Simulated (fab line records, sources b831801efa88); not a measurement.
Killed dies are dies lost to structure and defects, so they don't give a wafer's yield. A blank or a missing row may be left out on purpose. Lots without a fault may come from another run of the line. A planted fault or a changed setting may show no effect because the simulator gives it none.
Which tool did it? | flow gf180mcu | 12 lots, 36 wafers sampled, at 4 steps of a route of 602

WHAT THE GAUGES READ, wafer by wafer
GF_V4_THK_MEAS_01.
lot  | measured     | on            | V4_CVD_00_THK (nm)
L075 | day 23 17:36 | film_metro-04 | 606 588 602
L077 | day 24 11:35 | film_metro-01 | 605 603 593
L080 | day 25 16:41 | film_metro-02 | 603 607 605
L081 | day 26 01:55 | film_metro-01 | 603 602 603
L083 | day 26 21:40 | film_metro-01 | 595 598 596
L085 | day 27 11:36 | film_metro-04 | 599 587 608
L087 | day 28 03:38 | film_metro-01 | 596 591 591
L089 | day 28 17:08 | film_metro-02 | 589 591 597
L091 | day 29 09:10 | film_metro-01 | 602 589 596
L094 | day 29 18:59 | film_metro-01 | 599 608 595
L095 | day 30 05:28 | film_metro-02 | 598 587 597
L097 | day 30 16:02 | film_metro-02 | 591 590 594

WHICH TOOL RAN EACH LOT (tool, then ch and the chambers of the sampled wafers, then the start)
lot  | GF_M3_SPUTTER_03             | GF_M4_SPUTTER_01             | GF_M4_SPUTTER_03
L075 | pvd_sputter-03, day 20 14:32 | pvd_sputter-04, day 22 17:40 | pvd_sputter-04, day 22 17:44
L077 | pvd_sputter-03, day 21 09:41 | pvd_sputter-03, day 23 11:02 | pvd_sputter-03, day 23 11:06
L080 | pvd_sputter-01, day 22 17:59 | pvd_sputter-04, day 24 18:06 | pvd_sputter-04, day 24 18:10
L081 | pvd_sputter-01, day 23 02:29 | pvd_sputter-04, day 25 03:19 | pvd_sputter-04, day 25 03:23
L083 | pvd_sputter-03, day 24 00:22 | pvd_sputter-04, day 25 23:43 | pvd_sputter-04, day 25 23:46
L085 | pvd_sputter-01, day 24 17:31 | pvd_sputter-01, day 26 14:25 | pvd_sputter-01, day 26 14:28
L087 | pvd_sputter-03, day 25 10:23 | pvd_sputter-01, day 27 06:50 | pvd_sputter-01, day 27 06:53
L089 | pvd_sputter-02, day 26 00:02 | pvd_sputter-03, day 27 20:13 | pvd_sputter-03, day 27 20:16
L091 | pvd_sputter-02, day 26 17:26 | pvd_sputter-04, day 28 12:46 | pvd_sputter-04, day 28 12:50
L094 | pvd_sputter-01, day 27 05:01 | pvd_sputter-01, day 28 23:09 | pvd_sputter-01, day 28 23:13
L095 | pvd_sputter-02, day 27 16:08 | pvd_sputter-04, day 29 09:50 | pvd_sputter-04, day 29 09:54
L097 | pvd_sputter-01, day 28 04:02 | pvd_sputter-03, day 29 21:27 | pvd_sputter-03, day 29 21:31
- GF_M3_SPUTTER_03: material Ti, target thk 10 nm, time 6.7 s.
- GF_M4_SPUTTER_01: material TiN, target thk 30 nm, time 25 s.
- GF_M4_SPUTTER_03: material Ti, target thk 10 nm, time 6.7 s.

THE ANSWER, worked out from the rows above alone
Rule: what is usual is taken from the lots themselves. Put in order of their means at a reading, lots are off if they are a third of the lots or fewer, leave a main group of 4 or more, and stand apart from it by a gap of 3 or more times the standard deviation of the main group's means; of several such gaps the widest counts. A main group whose means are all the same, to the digits that the tables above print for the reading, isn't used. A lot without any number at a reading at which 4 lots or more have one is off too. The other lots that the step has rows for count as sound.
No lot is off at any reading shown: from this, nothing can be told.

WHAT THE SIMULATOR HAD PUT IN
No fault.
